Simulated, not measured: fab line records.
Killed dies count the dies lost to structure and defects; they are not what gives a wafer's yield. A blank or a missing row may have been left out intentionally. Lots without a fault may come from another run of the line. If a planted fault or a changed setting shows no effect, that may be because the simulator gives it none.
The tool behind it: which one? || flow sky130 || Sampling: 13 lots, 39 wafers, 5 of 708 route steps

WHAT THE GAUGES READ, wafer by wafer
SKY_NWELL_OVL_MEAS_23. Usual: NWELL_01_OVL gives 0.6 nm (standard deviation 1.4).
{"lot": "L496", "measured": "day 5 15:57", "on": "overlay-02", "NWELL_01_OVL (nm)": "2.8 0.7 1.2", "flag": ""}
{"lot": "L498", "measured": "day 6 03:07", "on": "overlay-01", "NWELL_01_OVL (nm)": "2.2 0.6 1.8", "flag": ""}
{"lot": "L499", "measured": "day 6 08:58", "on": "overlay-01", "NWELL_01_OVL (nm)": "0.3 -2.2 -0.6", "flag": ""}
{"lot": "L500", "measured": "day 6 23:00", "on": "overlay-02", "NWELL_01_OVL (nm)": "-2.0 -0.9 -2.3", "flag": ""}
{"lot": "L501", "measured": "day 7 02:55", "on": "overlay-02", "NWELL_01_OVL (nm)": "2.0 0.7 0.1", "flag": ""}
{"lot": "L505", "measured": "day 8 03:33", "on": "overlay-02", "NWELL_01_OVL (nm)": "1.5 1.9 0.9", "flag": ""}
{"lot": "L506", "measured": "day 8 09:48", "on": "overlay-01", "NWELL_01_OVL (nm)": "0.6 -0.1 -1.2", "flag": ""}
{"lot": "L509", "measured": "day 9 09:00", "on": "overlay-01", "NWELL_01_OVL (nm)": "0.6 1.1 0.7", "flag": ""}
{"lot": "L512", "measured": "day 9 23:12", "on": "overlay-01", "NWELL_01_OVL (nm)": "-1.1 -0.7 0.2", "flag": ""}
{"lot": "L513", "measured": "day 10 07:40", "on": "overlay-01", "NWELL_01_OVL (nm)": "1.2 -0.4 0.2", "flag": ""}
{"lot": "L514", "measured": "day 10 10:48", "on": "overlay-01", "NWELL_01_OVL (nm)": "-1.2 -1.5 -0.4", "flag": ""}
{"lot": "L516", "measured": "day 10 19:54", "on": "overlay-01", "NWELL_01_OVL (nm)": "0.9 2.1 0.7", "flag": ""}
{"lot": "L517", "measured": "day 11 15:42", "on": "overlay-01", "NWELL_01_OVL (nm)": "-1.8 -0.4 0.1", "flag": ""}

SKY_VT_ADJUST_NCORE_TW_MEAS_11. Usual: VT_ADJUST_NCORE_TW gives 220.7 (standard deviation 1.1).
{"lot": "L496", "measured": "day 8 23:58", "on": "film metro-01", "VT_ADJUST_NCORE_TW": "221.6 221.3 222.0", "flag": ""}
{"lot": "L498", "measured": "day 9 12:13", "on": "film metro-03", "VT_ADJUST_NCORE_TW": "221.2 220.2 221.3", "flag": ""}
{"lot": "L499", "measured": "day 9 20:55", "on": "film metro-02", "VT_ADJUST_NCORE_TW": "220.3 221.0 220.5", "flag": ""}
{"lot": "L500", "measured": "day 10 11:07", "on": "film metro-01", "VT_ADJUST_NCORE_TW": "218.7 218.4 220.6", "flag": ""}
{"lot": "L501", "measured": "day 10 16:09", "on": "film metro-03", "VT_ADJUST_NCORE_TW": "220.5 221.0 219.8", "flag": ""}
{"lot": "L505", "measured": "day 11 21:03", "on": "film metro-03", "VT_ADJUST_NCORE_TW": "222.3 221.8 221.8", "flag": ""}
{"lot": "L506", "measured": "day 12 04:36", "on": "film metro-01", "VT_ADJUST_NCORE_TW": "220.1 221.9 221.6", "flag": ""}
{"lot": "L509", "measured": "day 13 07:10", "on": "film metro-03", "VT_ADJUST_NCORE_TW": "229.7 229.4 229.3", "flag": "OFF"}
{"lot": "L512", "measured": "day 14 01:10", "on": "film metro-02", "VT_ADJUST_NCORE_TW": "221.4 221.9 221.7", "flag": ""}
{"lot": "L513", "measured": "day 14 10:54", "on": "film metro-03", "VT_ADJUST_NCORE_TW": "228.0 226.6 227.7", "flag": "OFF"}
{"lot": "L514", "measured": "day 14 16:31", "on": "film metro-03", "VT_ADJUST_NCORE_TW": "219.8 220.5 219.8", "flag": ""}
{"lot": "L516", "measured": "day 15 02:15", "on": "film metro-01", "VT_ADJUST_NCORE_TW": "219.2 218.9 219.5", "flag": ""}
{"lot": "L517", "measured": "day 16 00:06", "on": "film metro-01", "VT_ADJUST_NCORE_TW": "219.1 219.2 217.5", "flag": ""}

SKY_VT_ADJUST_PCH_OVL_MEAS_07. Usual: VT_ADJUST_PCH_OVL gives 0.0 nm (standard deviation 1.4).
{"lot": "L496", "measured": "day 10 18:25", "on": "overlay-01", "VT_ADJUST_PCH_OVL (nm)": "-0.3 1.3 0.6", "flag": ""}
{"lot": "L498", "measured": "day 11 08:04", "on": "overlay-02", "VT_ADJUST_PCH_OVL (nm)": "1.2 0.9 1.4", "flag": ""}
{"lot": "L499", "measured": "day 11 19:43", "on": "overlay-01", "VT_ADJUST_PCH_OVL (nm)": "0.0 -1.0 0.4", "flag": ""}
{"lot": "L500", "measured": "day 12 10:07", "on": "overlay-02", "VT_ADJUST_PCH_OVL (nm)": "0.5 0.8 -0.1", "flag": ""}
{"lot": "L501", "measured": "day 12 16:15", "on": "overlay-01", "VT_ADJUST_PCH_OVL (nm)": "-2.2 -1.6 -0.7", "flag": ""}
{"lot": "L505", "measured": "day 13 23:48", "on": "overlay-02", "VT_ADJUST_PCH_OVL (nm)": "1.8 0.6 1.1", "flag": ""}
{"lot": "L506", "measured": "day 14 08:25", "on": "overlay-02", "VT_ADJUST_PCH_OVL (nm)": "2.4 1.4 2.7", "flag": ""}
{"lot": "L509", "measured": "day 15 12:03", "on": "overlay-01", "VT_ADJUST_PCH_OVL (nm)": "-0.9 -2.2 -0.7", "flag": ""}
{"lot": "L512", "measured": "day 16 07:21", "on": "overlay-01", "VT_ADJUST_PCH_OVL (nm)": "0.1 -0.4 -1.6", "flag": ""}
{"lot": "L513", "measured": "day 16 18:01", "on": "overlay-02", "VT_ADJUST_PCH_OVL (nm)": "1.3 -0.3 1.1", "flag": ""}
{"lot": "L514", "measured": "day 16 23:03", "on": "overlay-01", "VT_ADJUST_PCH_OVL (nm)": "-1.3 -1.4 -0.6", "flag": ""}
{"lot": "L516", "measured": "day 17 09:10", "on": "overlay-02", "VT_ADJUST_PCH_OVL (nm)": "0.2 1.9 1.3", "flag": ""}
{"lot": "L517", "measured": "day 18 09:00", "on": "overlay-02", "VT_ADJUST_PCH_OVL (nm)": "1.5 1.7 2.8", "flag": ""}

SKY_VT_ADJUST_PCH_TW_MEAS_10. Usual: VT_ADJUST_PCH_TW gives 143.3 (standard deviation 0.82).
{"lot": "L496", "measured": "day 10 18:42", "on": "film metro-02", "VT_ADJUST_PCH_TW": "143.4 143.4 144.0", "flag": ""}
{"lot": "L498", "measured": "day 11 08:22", "on": "film metro-04", "VT_ADJUST_PCH_TW": "142.9 142.4 143.3", "flag": ""}
{"lot": "L499", "measured": "day 11 20:02", "on": "film metro-01", "VT_ADJUST_PCH_TW": "143.0 142.7 142.4", "flag": ""}
{"lot": "L500", "measured": "day 12 10:25", "on": "film metro-02", "VT_ADJUST_PCH_TW": "143.9 142.6 143.7", "flag": ""}
{"lot": "L501", "measured": "day 12 16:32", "on": "film metro-02", "VT_ADJUST_PCH_TW": "143.0 143.4 143.8", "flag": ""}
{"lot": "L505", "measured": "day 14 00:05", "on": "film metro-02", "VT_ADJUST_PCH_TW": "144.8 144.4 144.5", "flag": ""}
{"lot": "L506", "measured": "day 14 08:42", "on": "film metro-02", "VT_ADJUST_PCH_TW": "145.6 144.3 143.6", "flag": ""}
{"lot": "L509", "measured": "day 15 12:20", "on": "film metro-01", "VT_ADJUST_PCH_TW": "143.6 142.9 142.7", "flag": ""}
{"lot": "L512", "measured": "day 16 07:38", "on": "film metro-04", "VT_ADJUST_PCH_TW": "142.5 142.7 143.1", "flag": ""}
{"lot": "L513", "measured": "day 16 18:18", "on": "film metro-04", "VT_ADJUST_PCH_TW": "144.0 143.0 143.9", "flag": ""}
{"lot": "L514", "measured": "day 16 23:20", "on": "film metro-01", "VT_ADJUST_PCH_TW": "141.4 142.6 141.5", "flag": ""}
{"lot": "L516", "measured": "day 17 09:27", "on": "film metro-04", "VT_ADJUST_PCH_TW": "143.0 142.2 142.4", "flag": ""}
{"lot": "L517", "measured": "day 18 09:17", "on": "film metro-01", "VT_ADJUST_PCH_TW": "142.4 142.6 143.1", "flag": ""}

TOOL THAT RAN EACH LOT (tool first, then ch and the chambers of the sampled wafers, then the start)
{"lot": "L496", "SKY_VT_ADJUST_NCORE_IMPLANT_09": "implanter-04 ch 0, day 8 23:43"}
{"lot": "L498", "SKY_VT_ADJUST_NCORE_IMPLANT_09": "implanter-02 ch 0, day 9 11:59"}
{"lot": "L499", "SKY_VT_ADJUST_NCORE_IMPLANT_09": "implanter-04 ch 0, day 9 20:41"}
{"lot": "L500", "SKY_VT_ADJUST_NCORE_IMPLANT_09": "implanter-04 ch 0, day 10 10:53"}
{"lot": "L501", "SKY_VT_ADJUST_NCORE_IMPLANT_09": "implanter-04 ch 0, day 10 15:54"}
{"lot": "L505", "SKY_VT_ADJUST_NCORE_IMPLANT_09": "implanter-02 ch 0, day 11 20:48"}
{"lot": "L506", "SKY_VT_ADJUST_NCORE_IMPLANT_09": "implanter-02 ch 0, day 12 04:21"}
{"lot": "L509", "SKY_VT_ADJUST_NCORE_IMPLANT_09": "implanter-04 ch 0, day 13 06:55"}
{"lot": "L512", "SKY_VT_ADJUST_NCORE_IMPLANT_09": "implanter-03 ch 0, day 14 00:56"}
{"lot": "L513", "SKY_VT_ADJUST_NCORE_IMPLANT_09": "implanter-04 ch 0, day 14 10:39"}
{"lot": "L514", "SKY_VT_ADJUST_NCORE_IMPLANT_09": "implanter-02 ch 0, day 14 16:16"}
{"lot": "L516", "SKY_VT_ADJUST_NCORE_IMPLANT_09": "implanter-02 ch 0, day 15 02:00"}
{"lot": "L517", "SKY_VT_ADJUST_NCORE_IMPLANT_09": "implanter-02 ch 0, day 15 23:51"}
- SKY_VT_ADJUST_NCORE_IMPLANT_09

WHAT THE TOOLS THEMSELVES READ (means of the sampled wafers that have a number; where no wafer has one, the mark that the record gives instead)
SKY_VT_ADJUST_NCORE_IMPLANT_09. Usual: beam on s 10.00 s, standard deviation 0.18; end station pressure torr 5.03e-06 Torr, standard deviation 2.5e-07; faraday current uA 13.54, standard deviation 0.24.
{"lot": "L496", "tool": "implanter-04", "beam on s (s)": 10.14, "end station pressure torr (Torr)": 5.10e-06, "faraday current uA": 13.35, "flag": ""}
{"lot": "L498", "tool": "implanter-02", "beam on s (s)": 9.86, "end station pressure torr (Torr)": 4.79e-06, "faraday current uA": 13.72, "flag": ""}
{"lot": "L499", "tool": "implanter-04", "beam on s (s)": 10.06, "end station pressure torr (Torr)": 5.02e-06, "faraday current uA": 13.49, "flag": ""}
{"lot": "L500", "tool": "implanter-04", "beam on s (s)": 10.03, "end station pressure torr (Torr)": 4.90e-06, "faraday current uA": 13.53, "flag": ""}
{"lot": "L501", "tool": "implanter-04", "beam on s (s)": 10.06, "end station pressure torr (Torr)": 5.19e-06, "faraday current uA": 13.45, "flag": ""}
{"lot": "L505", "tool": "implanter-02", "beam on s (s)": 10.06, "end station pressure torr (Torr)": 4.98e-06, "faraday current uA": 13.46, "flag": ""}
{"lot": "L506", "tool": "implanter-02", "beam on s (s)": 10.05, "end station pressure torr (Torr)": 4.81e-06, "faraday current uA": 13.46, "flag": ""}
{"lot": "L509", "tool": "implanter-04", "beam on s (s)": 11.28, "end station pressure torr (Torr)": 7.78e-05, "faraday current uA": 11.72, "flag": "OFF"}
{"lot": "L512", "tool": "implanter-03", "beam on s (s)": 9.98, "end station pressure torr (Torr)": 5.03e-06, "faraday current uA": 13.54, "flag": ""}
{"lot": "L513", "tool": "implanter-04", "beam on s (s)": 11.14, "end station pressure torr (Torr)": 7.48e-05, "faraday current uA": 11.88, "flag": "OFF"}
{"lot": "L514", "tool": "implanter-02", "beam on s (s)": 9.92, "end station pressure torr (Torr)": 5.03e-06, "faraday current uA": 13.64, "flag": ""}
{"lot": "L516", "tool": "implanter-02", "beam on s (s)": 9.82, "end station pressure torr (Torr)": 5.07e-06, "faraday current uA": 13.78, "flag": ""}
{"lot": "L517", "tool": "implanter-02", "beam on s (s)": 10.11, "end station pressure torr (Torr)": 4.85e-06, "faraday current uA": 13.42, "flag": ""}

THE ANSWER, worked out from the rows above alone
Rule: a lot counts as off when the mean over its wafers that have a number is more than 3 standard deviations away from the usual mean. Also off: a lot with no number at a reading for which 4 or more lots have one. The other lots that the step has rows for count as sound. Order of review: gauges by route order, followed by the tools' own readings, for which a lot's mean as printed above is used. At the first step where some lot is off, the reading lying furthest off is the one used; lots without a number count as furthest.
Off: L509, L513, at SKY_VT_ADJUST_NCORE_TW_MEAS_11 (VT_ADJUST_NCORE_TW).
A tool fits if, at a process step before that reading, it ran every lot that is off, and no sound lot after the first of them. Not tried: the gauges at SKY_VT_ADJUST_NCORE_TW_MEAS_11; whatever is off there is also off at SKY_VT_ADJUST_NCORE_IMPLANT_09, on other tools, and gauge error can't account for it. One candidate fits, namely implanter-04 at SKY_VT_ADJUST_NCORE_IMPLANT_09. Its last sound lot is L501 (day 10 15:54), its first lot that is off L509 (day 13 06:55): a fault that began between those two fits.
The tool's own readings at SKY_VT_ADJUST_NCORE_IMPLANT_09 bear it out: on the lots that are off they differ by more than 5 times the standard deviation of the sound lots' means. beam on s reads 11.21 s there against 10.01 s on the sound lots; end station pressure torr reads 7.63e-05 Torr there against 4.98e-06 Torr on the sound lots; faraday current uA reads 11.80 there against 13.53 on the sound lots.

WHAT WAS PUT IN BY THE SIMULATOR
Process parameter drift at SKY_VT_ADJUST_NCORE_IMPLANT_09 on implanter-04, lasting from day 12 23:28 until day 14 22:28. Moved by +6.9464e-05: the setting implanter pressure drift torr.
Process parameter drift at SKY_VT_ADJUST_NCORE_IMPLANT_09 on implanter-04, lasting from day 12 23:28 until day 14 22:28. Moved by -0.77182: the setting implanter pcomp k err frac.
Shown lots that were struck: L509, L513. The same result came from the rule above.
